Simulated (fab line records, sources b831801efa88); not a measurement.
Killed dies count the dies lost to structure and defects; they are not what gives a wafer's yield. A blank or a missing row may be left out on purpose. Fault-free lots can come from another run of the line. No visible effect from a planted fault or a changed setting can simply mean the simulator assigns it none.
Problem report, 8D (eight disciplines) form, completed by code :: flow gf180mcu :: the parts of the form that need people (team, actions taken, sign-off) are left out

1. THE PROBLEM
At GF_V4_SPUTTER_21, cathode dc power W averages 2586.9 W over 2 wafers from 2 lots, while fault-free wafers read 2500.0 W, standard deviation 0.47. That is +99 or more standard deviations from the usual mean.
The step: material Ti, target thk 15 nm, time 80.02 s.
Earliest sighting: wafer L847.1 on pvd sputter-03 at day 28 14:23. The record has a number at this step for 18 wafers belonging to 6 lots. Rule for "out", or "out of limits": more than 4 standard deviations from the usual mean. Any other wafer with a number is counted as sound.

2. WHAT IT IS; WHAT IT IS NOT
question: which readings at this step
is: cathode dc power W
is not: throttle valve pct

question: which lots
is: L847, L848
is not: L837, L839, L850, L856

question: which wafers of those lots
is: L847.1, L848.6
is not: L847.2, L847.5, L848.3, L848.5

question: read on which tools
is: pvd sputter-03
is not: pvd sputter-01

question: when
is: from day 28 14:23
is not: up to then (8 sound wafers); but 8 sound wafers of L848, L850, L856 came after

3. THE SUSPECTS, EACH WITH WHAT RULES IT OUT
Counting: any tool at a process step up to the reading remains a suspect provided it ran every lot that is out. Sound lots after the first of them don't rule it out here, since some wafers of a struck lot are sound.
- plasma asher-02 at GF_V4_STRIP_18 (strips in O2/N2): kept. Every lot that is out went through it, the first being L847 (day 28 13:50); the last sound lot it ran before that was L839 (day 25 19:47).
- pvd sputter-03 at GF_V4_SPUTTER_21 (material Ti, target thk 15 nm, time 80.02 s): kept. Every lot that is out went through it, the first being L847 (day 28 14:23); the last sound lot it ran before that was L839 (day 25 20:17). Out on those wafers are its own readings of cathode dc power W.
What counting leaves: plasma asher-02 at GF_V4_STRIP_18 and pvd sputter-03 at GF_V4_SPUTTER_21.

4. THE CAUSE (what the simulator had put in)
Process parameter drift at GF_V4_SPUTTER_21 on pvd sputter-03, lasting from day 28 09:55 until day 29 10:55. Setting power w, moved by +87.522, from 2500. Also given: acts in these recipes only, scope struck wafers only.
This tool is one of the 2 suspects left after counting.

5. SEQUENCE OF EFFECTS, ordered by route
Rows list readings where the struck wafers' mean (over those with a number) sits beyond 3 standard deviations from the usual. Only readings whose record carries a usual standard deviation are examined. hours: median over the lots of the time between each lot's start at the first step of this table that gives one and its start at this step. sigmas: the change, counted in usual standard deviations.
hours: 0
step: GF_V4_SPUTTER_21
reading: cathode dc power W
usual: 2500.0 W
on struck wafers: 2586.9
change: +86.9
sigmas: +99 or more
Its process steps:
- GF_V4_SPUTTER_21: material Ti, target thk 15 nm, time 80.02 s.

6. WHAT WOULD HAVE CAUGHT IT SOONER
4 hours passed between the start of the fault at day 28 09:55 and the first reading out of limits in this record, taken at day 28 14:23.
